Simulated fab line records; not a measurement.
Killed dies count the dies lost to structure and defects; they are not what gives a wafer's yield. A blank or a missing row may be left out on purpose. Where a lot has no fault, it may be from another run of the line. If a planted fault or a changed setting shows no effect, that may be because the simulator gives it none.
Struck lot and sound lot, side by side ; flow sky130 ; 39 out of 708 route steps
Sound: wafers L489.2, L489.4, L489.5. Wafers struck: L494.1, L494.3, L494.6. The cause comes at the end.
Each step with rows lists, per side, the tool, then ch with its chambers, then its first start. Under that, the readings that differ: sound wafers ; struck wafers ; difference of the means ; sigmas: that difference in standard deviations of wafers without a fault.
alike: readings whose means differ by less than 2 such deviations, and words and numbers that are the same on both sides. not compared: withheld readings, readings that some wafer has no value for, bounds like >300 that may hide the same value, and numbers for which the record gives no deviation and whose values overlap.
A row with sigmas, a row that says differs or no value, or rows on one side alone: a step with any of these is where the two part. Non-overlapping numbers with no deviation appear without sigmas and do not part them. Lack of a reading on every wafer of one side parts them only where that side has two or more wafers.

first, 10 steps without rows for these wafers: SKY_FIELD_ISO_CLEAN_20 (cleans in dHF, time 20 s); SKY_FIELD_ISO_WET_ETCH_21 (etches SiO2 in dHF, target depth 20 nm, time 400 s); SKY_FIELD_ISO_OXIDATION_22 (stabilise 600 s, purge 300 s, target thk 10 nm); SKY_FIELD_ISO_CVD_24 (deposits SiO2, target thk 595 nm, time 99.2 s); SKY_FIELD_ISO_ANNEAL_26 (time 1800 s); SKY_FIELD_ISO_CMP_27 (polishes, stops on Si3N4, t overpolish 16 s, target thk 457.8 nm); SKY_FIELD_ISO_WET_ETCH_28 (etches SiO2 in dHF, target depth 23.7 nm, time 47 s); SKY_FIELD_ISO_WET_ETCH_29 (etches Si3N4 in H3PO4, target depth 160 nm, time 1825 s); SKY_FIELD_ISO_WET_ETCH_30 (etches SiO2 in dHF, target depth 25 nm, time 50 s); SKY_NWELL_CLEAN_00 (cleans in SC1/SC2, time 150 s).
SKY_NWELL_OXIDATION_01: stabilise 600 s, purge 300 s, target thk 10 nm.
  sound on furnace-01 ch 0, day 3 01:31; struck on furnace-01 ch 0, day 5 02:20
reading;sound;struck;difference;sigmas
spikeTcBottomC (C);923 923 923;818 820 820;-104;-25
spikeTcCentreC (C);898.8 898.2 901.5;794.0 794.7 794.7;-105.0;-99 or more
spikeTcLowerC (C);898.3 897.9 899.7;793.1 795.3 794.6;-104.3;-80
spikeTcTopC (C);913.3 912.0 913.5;811.6 809.1 811.4;-102.2;-85
spikeTcUpperC (C);900.5 899.4 898.9;792.9 795.6 793.0;-105.8;-99 or more
tubeCenterTempC (C);899.93 900 900.02;794.75 794.81 794.77;-105.21;-99 or more
tube_center_temp_C_max;902.0 903.0 902.6;797.6 796.9 797.3;-105.3;-99 or more
zonePowerBottomPct (%);28.9 28.3 27.9;21.8 21.8 21.7;-6.6;-4
zonePowerLowerPct (%);17.2 17.1 17.4;13.0 13.2 13.1;-4.1;-3
zonePowerTopPct (%);33.9 34.2 34.2;28.0 28.3 28.2;-5.9;-15
zonePowerUpperPct (%);18.70 18.71 18.86;14.31 14.44 14.46;-4.35;-21
model.SiO2_of_NWELL_OXIDATION_01.thkNm (nm);9.947 9.853 9.823;2.933 2.755 2.884;-7.017;
SKY_NWELL_THK_MEAS_02:
  sound: filmMetro-04 at day 3 02:56; struck: filmMetro-02 at day 5 03:43
reading;sound;struck;difference;sigmas
NWELL_OXIDATION_THK (nm);9.97 9.86 9.79;2.97 2.76 2.91;-6.99;-37
then, 25 steps without rows for these wafers: SKY_DNWELL_DEHYDRATE_00 (time 60 s); SKY_DNWELL_HMDS_01 (prime time 60 s); SKY_DNWELL_COAT_02 (resist thk 3000 nm); SKY_DNWELL_SOFTBAKE_03; SKY_DNWELL_EXPOSE_04 (exposes mask DNM, target cd 3000 nm); SKY_DNWELL_PEB_05; SKY_DNWELL_DEVELOP_06 (develop time 60 s); SKY_DNWELL_IMPLANT_07; SKY_DNWELL_STRIP_08 (strips in O2/N2); SKY_PWDE_DEHYDRATE_00 (time 60 s); SKY_PWDE_HMDS_01 (prime time 60 s); SKY_PWDE_COAT_02 (resist thk 3000 nm); SKY_PWDE_SOFTBAKE_03; SKY_PWDE_EXPOSE_04 (exposes mask PWDEM, target cd 840 nm); SKY_PWDE_PEB_05; SKY_PWDE_DEVELOP_06 (develop time 60 s); SKY_PWDE_IMPLANT_08; SKY_PWDE_STRIP_09 (strips in O2/N2); SKY_NWELL_DEHYDRATE_03 (time 60 s); SKY_NWELL_HMDS_04 (prime time 60 s); SKY_NWELL_COAT_05 (resist thk 3000 nm); SKY_NWELL_SOFTBAKE_06; SKY_NWELL_EXPOSE_07 (exposes mask NWM, target cd 840 nm); SKY_NWELL_PEB_08; SKY_NWELL_DEVELOP_09 (develop time 60 s).
-- the record jumps here: 12 days lie between the struck wafers' starts before and after (it left off in module NWELL and takes up again in module SONOS_ONO, whose first step shown is number 183 of the route) --
SKY_SONOS_ONO_ETCH_15: etches the open film in CHF3/O2, target depth 19.52 nm, time 7.8 s.
  sound on rieDiel-01 ch 0,1,2, day 13 11:22; struck on rieDiel-01 ch 2,3, day 17 01:19
reading;sound;struck;difference;sigmas
model.SiO2_of_NWELL_OXIDATION_01.thkNm (nm);5.453 5.401 5.35;0.7664 0.6936 0.7445;-4.6665;
  alike: O2_flow_sccm, chf3FlowSccm, drypumpMotorCurrentA, oesProductAu, throttleValvePct
  not compared: rfHoursCounterH
-- the record jumps here: 32 days lie between the struck wafers' starts before and after (it left off in module SONOS_ONO and takes up again in module PAD_OPEN, whose first step shown is number 708 of the route) --
SKY_PAD_OPEN_PROBE_99:
  sound: prober-01 at day 46 16:57; struck: prober-01 at day 49 05:12
reading;sound;struck;difference;sigmas
model.etest.nfet_16v.rOnOhmUm;1.445e+04 1.434e+04 1.433e+04;1.481e+04 1.472e+04 1.468e+04;+3.633e+02;
model.etest.tipP.rsOhmSq;6954 6917 6927;6663 6693 6647;-265;
model.etest.pfet_01v8.rOnOhmUm;3005 2941 2937;2839 2801 2748;-165;
model.etest.pfetG5v0d10v5.rOnOhmUm;4855 4871 4838;4729 4672 4686;-159;
model.etest.resPwellUnderGate.rsOhmSq;2276 2297 2288;2266 2262 2274;-20;
model.etest.pfet_01v8.driveUaUm;184.9 187.5 190.1;199.6 201 206.8;+15.0;
model.etest.pfet_01v8_mvt.driveUaUm;146.7 148.8 150.2;160.7 160.7 161.8;+12.5;
model.etest.sramPfetLatch.driveUaUm;135.4 139.7 138.9;148.4 153.6 156;+14.7;
  alike: killed_at_M0_to_M3, killed_at_M4_up, killedAtContacts, killedAtFrontEnd, killedAtOther, killedDies, killedOpen, killedShort

== WHERE THEY PART ==
Earliest at SKY_NWELL_OXIDATION_01; latest, in this record, at SKY_NWELL_THK_MEAS_02. Later steps at which nothing parts them and some readings are alike: SKY_SONOS_ONO_ETCH_15, SKY_PAD_OPEN_PROBE_99.

WHY: what the simulator had put in
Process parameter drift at SKY_NWELL_OXIDATION_01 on furnace-01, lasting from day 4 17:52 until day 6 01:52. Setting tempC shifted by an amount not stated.
